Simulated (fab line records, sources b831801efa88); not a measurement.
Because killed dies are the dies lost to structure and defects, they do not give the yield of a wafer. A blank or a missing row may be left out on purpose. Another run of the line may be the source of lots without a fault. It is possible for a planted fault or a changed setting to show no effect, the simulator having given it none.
One fault seen from 2 desks	flow sky130	each desk holds nothing but its own numbers, with what lay behind them at the end

FROM THE METROLOGY DESK
What the gauges read for every lot (on any tool): the sampled wafers with a number, averaged. Any lot whose mean is over 4 standard deviations away from the usual mean is out of limits and marked OUT; that distance is given in the brackets.
Columns: A = RES_XHIGH_TW at SKY_RES_XHIGH_TW_MEAS_09, usual 1624; B = RES_XHIGH_RS at SKY_SD_N_RS_MEAS_18, usual 332.9 ohm/sq; C = LI_CONTACT_BOW at SKY_LI_CONTACT_BOW_MEAS_03, usual 55 um
lot	first seen here	A	B	C
L672	day 28 14:56	1621	333.3	60
L676	day 28 21:41	1627	331.7	56
L678	day 29 07:40	1625	332.8	57
L681	day 30 17:08	1629	334.7	58
L682	day 31 06:46	1630	332.6	54
L683	day 31 11:15	1547 (-8.1) OUT	378.4 (+47) OUT	-
L684	day 31 12:01	1547 (-8.1) OUT	378.1 (+47) OUT	-
L685	day 31 15:38	1536 (-9.2) OUT	378.9 (+48) OUT	-
L692	day 33 23:05	1632	331.6	52
L693	day 34 04:43	1628	333.1	53
This desk finds L683, L684, L685 out of limits, with the earliest case on L683 at day 31 11:15 (RES_XHIGH_TW at SKY_RES_XHIGH_TW_MEAS_09). L672, L676, L678, L681, L682, L692, L693: within limits.

FOR THE TOOL OWNER'S DESK: implanter-01
SKY_RES_XHIGH_IMPLANT_07, tool's own readings: per-lot mean of the sampled wafers with a number, covering each lot this tool ran. Any lot whose mean is over 4 standard deviations away from the usual mean is out of limits and marked OUT; that distance is given in the brackets.
Columns: A = dose-ions-cm2 at SKY_RES_XHIGH_IMPLANT_07, usual 3.6e+14
lot	first seen here	A
L672	day 28 14:42	3.6e+14
L676	day 28 21:26	3.6e+14
L678	day 29 07:25	3.6e+14
L682	day 31 06:34	3.6e+14
L683	day 31 11:00	3.0e+14 (-99 or more) OUT
L684	day 31 11:49	3.0e+14 (-99 or more) OUT
L685	day 31 15:23	3.0e+14 (-99 or more) OUT
This desk finds L683, L684, L685 out of limits, L683 being first, at day 31 11:00 (dose-ions-cm2 at SKY_RES_XHIGH_IMPLANT_07). L672, L676, L678, L682: within limits.

ALL TOGETHER
On L683, L684, L685, at day 31 11:00, an alarm was possible from the tool owner's desk.
The metrology desk could have raised an alarm at day 31 11:15, on L683, L684, L685.
Every lot named ran SKY_RES_XHIGH_IMPLANT_07 on implanter-01.

WHAT HAD BEEN PUT IN BY THE SIMULATOR
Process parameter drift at SKY_RES_XHIGH_IMPLANT_07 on implanter-01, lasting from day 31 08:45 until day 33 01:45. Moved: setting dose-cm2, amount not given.
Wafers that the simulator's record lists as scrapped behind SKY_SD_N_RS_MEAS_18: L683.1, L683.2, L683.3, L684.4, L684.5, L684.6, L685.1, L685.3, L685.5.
Struck lots among those shown: L683, L684, L685.
Hours from the fault's start to each desk's first reading out of limits: the tool owner's desk, 2; the metrology desk, 2.
